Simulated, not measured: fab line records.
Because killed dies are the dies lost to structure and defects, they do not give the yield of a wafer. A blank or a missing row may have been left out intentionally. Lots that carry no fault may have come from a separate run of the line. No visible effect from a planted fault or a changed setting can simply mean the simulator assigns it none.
Comparing a struck lot with a sound one + flow sky130 + 44 out of 708 route steps
Sound: these wafers, L627.1, L627.4, L627.5. Wafers struck: L637.2, L637.3, L637.4. Last of all comes the cause.
Each step with rows lists, per side, the tool, then ch with its chambers, then its first start. Under that, the readings that differ: sound wafers + struck wafers + difference of the means + sigmas: that difference in standard deviations of wafers without a fault.
alike: a reading whose means differ by less than 2 such deviations, as well as words and numbers matching on both sides. not compared: withheld readings; readings where some wafer has no value; bounds like >300 that might hide an equal value; numbers whose values overlap and for which the record gives no deviation.
The two part at a step that has a row with sigmas, a row that says differs or no value, or rows on one side only. Numbers that have no deviation but don't overlap get no sigmas and don't part them. Lack of a reading on every wafer of one side parts them only where that side has two or more wafers.

first, 3 steps without rows for these wafers: SKY_FIELD_ISO_CLEAN_20 (cleans in dHF, time 20 s); SKY_FIELD_ISO_WET_ETCH_21 (etches SiO2 in dHF, target depth 20 nm, time 400 s); SKY_FIELD_ISO_OXIDATION_22 (stabilise 600 s, purge 300 s, target thk 10 nm).
SKY_FIELD_ISO_THK_MEAS_23:
  sound on film_metro-04 at day 2 11:11; struck on film_metro-03 at day 4 15:33
  alike: FIELD_ISO_OXIDATION_01_THK
then, 1 step without rows for these wafers: SKY_FIELD_ISO_CVD_24 (deposits SiO2, target thk 595 nm, time 99.2 s).
SKY_FIELD_ISO_THK_MEAS_25:
  sound on film_metro-01 at day 2 11:20; struck on film_metro-03 at day 4 15:41
  alike: FIELD_ISO_CVD_24_THK
then, 1 step without rows for these wafers: SKY_FIELD_ISO_ANNEAL_26 (time 1800 s).
SKY_FIELD_ISO_CMP_27: polishes, stops on Si3N4, t overpolish 16 s, target thk 457.8 nm.
  sound on cmp-02 ch 2,3, day 2 14:29; struck on cmp-02 ch 0,1,3, day 4 17:14
  alike: motor_current_A, overpolish_run_s, time_to_endpoint_s
then, 4 steps without rows for these wafers: SKY_FIELD_ISO_WET_ETCH_28 (etches SiO2 in dHF, target depth 23.7 nm, time 47 s); SKY_FIELD_ISO_WET_ETCH_29 (etches Si3N4 in H3PO4, target depth 160 nm, time 1825 s); SKY_FIELD_ISO_WET_ETCH_30 (etches SiO2 in dHF, target depth 25 nm, time 50 s); SKY_NWELL_CLEAN_00 (cleans in SC1/SC2, time 150 s).
SKY_NWELL_OXIDATION_01: stabilise 600 s, purge 300 s, target thk 10 nm.
  sound on furnace-02 ch 0, day 2 15:35; struck on furnace-02 ch 0, day 4 18:27
| reading                                      | sound                | struck               | difference | sigmas      |
|----------------------------------------------|----------------------|----------------------|------------|-------------|
| spike_tc_bottom_C (C)                        | 923.2 922.1 922.2    | 878.3 878.7 877.9    | -44.2      | -25         |
| spike_tc_centre_C (C)                        | 900.3 899.6 902.6    | 858.3 857.2 856.0    | -43.7      | -40         |
| spike_tc_lower_C (C)                         | 898.8 900.5 899.8    | 856.3 856.2 855.5    | -43.7      | -40         |
| spike_tc_top_C (C)                           | 907.1 908.0 905.4    | 863.0 860.2 862.8    | -44.8      | -22         |
| spike_tc_upper_C (C)                         | 900.3 898.5 898.9    | 855.3 854.7 857.1    | -43.5      | -31         |
| tube_center_temp_C (C)                       | 899.78 900.08 899.95 | 855.25 855.26 855.09 | -44.74     | -99 or more |
| tube_center_temp_C_max                       | 902.4 902.5 901.7    | 857.5 857.8 857.1    | -44.7      | -99 or more |
| zone_power_centre_pct (%)                    | 17.60 17.36 17.33    | 15.69 15.73 15.59    | -1.76      | -7          |
| zone_power_top_pct (%)                       | 34.3 34.4 33.6       | 32.0 32.4 31.6       | -2.1       | -6          |
| zone_power_upper_pct (%)                     | 15.9 16.0 16.0       | 14.6 14.2 14.3       | -1.6       | -3          |
| model.SiO2_of_NWELL_OXIDATION_01.thk_nm (nm) | 9.686 9.894 9.951    | 5.759 5.828 5.958    | -3.995     |             |
SKY_NWELL_THK_MEAS_02:
  sound on film_metro-04 at day 2 16:59; struck on film_metro-02 at day 4 19:51
| reading                  | sound          | struck         | difference | sigmas |
|--------------------------|----------------|----------------|------------|--------|
| NWELL_OXIDATION_THK (nm) | 9.72 9.91 9.99 | 5.75 5.80 6.01 | -4.02      | -18    |
then, 8 steps without rows for these wafers: SKY_DNWELL_DEHYDRATE_00 (time 60 s); SKY_DNWELL_HMDS_01 (prime time 60 s); SKY_DNWELL_COAT_02 (resist thk 3000 nm); SKY_DNWELL_SOFTBAKE_03; SKY_DNWELL_EXPOSE_04 (exposes mask DNM, target cd 3000 nm); SKY_DNWELL_PEB_05; SKY_DNWELL_DEVELOP_06 (develop time 60 s); SKY_DNWELL_IMPLANT_07.
SKY_DNWELL_STRIP_08: strips in O2/N2.
  sound on plasma_asher-02 ch 1, day 3 08:51; struck on plasma_asher-04 ch 0,1, day 5 14:18
| reading                      | sound             | struck            | difference | sigmas |
|------------------------------|-------------------|-------------------|------------|--------|
| oes_product_au (a.u.)        | 0.730 0.730 0.727 | 0.716 0.718 0.721 | -0.011     | -2     |
| strip_time_to_endpoint_s (s) | 37.02 36.99 37.06 | 36.66 36.77 36.82 | -0.27      | -2     |
  alike: drypump_motor_current_A
  not compared: rf_hours_counter_h
SKY_DNWELL_TW_MEAS_09:
  sound on film_metro-03 at day 3 08:57; struck on film_metro-02 at day 5 14:25
  alike: DNWELL_TW
then, 7 steps without rows for these wafers: SKY_PWDE_DEHYDRATE_00 (time 60 s); SKY_PWDE_HMDS_01 (prime time 60 s); SKY_PWDE_COAT_02 (resist thk 3000 nm); SKY_PWDE_SOFTBAKE_03; SKY_PWDE_EXPOSE_04 (exposes mask PWDEM, target cd 840 nm); SKY_PWDE_PEB_05; SKY_PWDE_DEVELOP_06 (develop time 60 s).
SKY_PWDE_OVL_MEAS_07:
  sound on overlay-01 at day 4 00:58; struck on overlay-01 at day 6 08:26
  alike: PWDE_OVL
then, 1 step without rows for these wafers: SKY_PWDE_IMPLANT_08.
SKY_PWDE_STRIP_09: strips in O2/N2.
  sound on plasma_asher-04 ch 0,1, day 4 01:09; struck on plasma_asher-01 ch 0,1, day 6 08:37
  alike: drypump_motor_current_A, oes_product_au, strip_time_to_endpoint_s
  not compared: rf_hours_counter_h
SKY_PWDE_TW_MEAS_10:
  sound on film_metro-03 at day 4 01:15; struck on film_metro-02 at day 6 08:43
  alike: PWDE_TW
then, 7 steps without rows for these wafers: SKY_NWELL_DEHYDRATE_03 (time 60 s); SKY_NWELL_HMDS_04 (prime time 60 s); SKY_NWELL_COAT_05 (resist thk 3000 nm); SKY_NWELL_SOFTBAKE_06; SKY_NWELL_EXPOSE_07 (exposes mask NWM, target cd 840 nm); SKY_NWELL_PEB_08; SKY_NWELL_DEVELOP_09 (develop time 60 s).
-- the record jumps here: 10 days lie between the struck wafers' starts before and after (it left off in module NWELL and takes up again in module SONOS_ONO, whose first step shown is number 183 of the route) --
SKY_SONOS_ONO_ETCH_15: etches the open film in CHF3/O2, target depth 19.52 nm, time 7.8 s.
  sound on rie_diel-01 ch 1,2, day 13 00:02; struck on rie_diel-04 ch 0,1,3, day 16 07:46
| reading                                      | sound             | struck            | difference | sigmas |
|----------------------------------------------|-------------------|-------------------|------------|--------|
| model.SiO2_of_NWELL_OXIDATION_01.thk_nm (nm) | 5.181 5.381 5.443 | 1.627 1.641 1.669 | -3.689     |        |
  alike: O2_flow_sccm, drypump_motor_current_A, oes_product_au, throttle_valve_pct
  not compared: rf_hours_counter_h
-- here the record skips 32 days between the struck wafers' starts before and after, leaving off in module SONOS_ONO and picking up in module PAD_OPEN (first step shown: number 708 of the route) --
SKY_PAD_OPEN_PROBE_99:
  sound on prober-01 at day 45 21:14; struck on prober-02 at day 48 13:38
| reading                                    | sound                  | struck                  | difference | sigmas |
|--------------------------------------------|------------------------|-------------------------|------------|--------|
| model.etest.pfet_g5v0d10v5.off_log10_a_um  | -12.94 -12.54 -12.58   | -11.97 -12.11 -12.17    | +0.60      |        |
| model.etest.sram_pfet_latch.off_log10_a_um | -12.86 -12.64 -12.66   | -12.44 -12.25 -12.34    | +0.38      |        |
| model.etest.pfet_01v8_mvt.vt_sat_v (V)     | -0.5344 -0.532 -0.5348 | -0.5025 -0.5103 -0.5183 | +0.0234    |        |
  alike: killed_at_M0_to_M3, killed_at_M4_up, killed_at_contacts, killed_at_front_end, killed_at_other, killed_dies, killed_open, killed_short
  not compared: model.etest.tip_p.rs_ohm_sq, model.etest.pfet_01v8_mvt.drive_ua_um, model.etest.pfet_01v8_mvt.off_log10_a_um, model.etest.pfet_01v8.off_log10_a_um, model.etest.pfet_01v8_hvt.off_log10_a_um

## WHERE THEY PART
At SKY_NWELL_OXIDATION_01 first; at SKY_DNWELL_STRIP_08 last (within this record only). Later steps at which nothing parts them and some readings are alike: SKY_DNWELL_TW_MEAS_09, SKY_PWDE_OVL_MEAS_07, SKY_PWDE_STRIP_09, SKY_PWDE_TW_MEAS_10, SKY_SONOS_ONO_ETCH_15, SKY_PAD_OPEN_PROBE_99.

WHY: the cause the simulator had injected
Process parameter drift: furnace-02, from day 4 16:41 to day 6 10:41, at SKY_NWELL_OXIDATION_01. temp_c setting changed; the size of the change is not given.
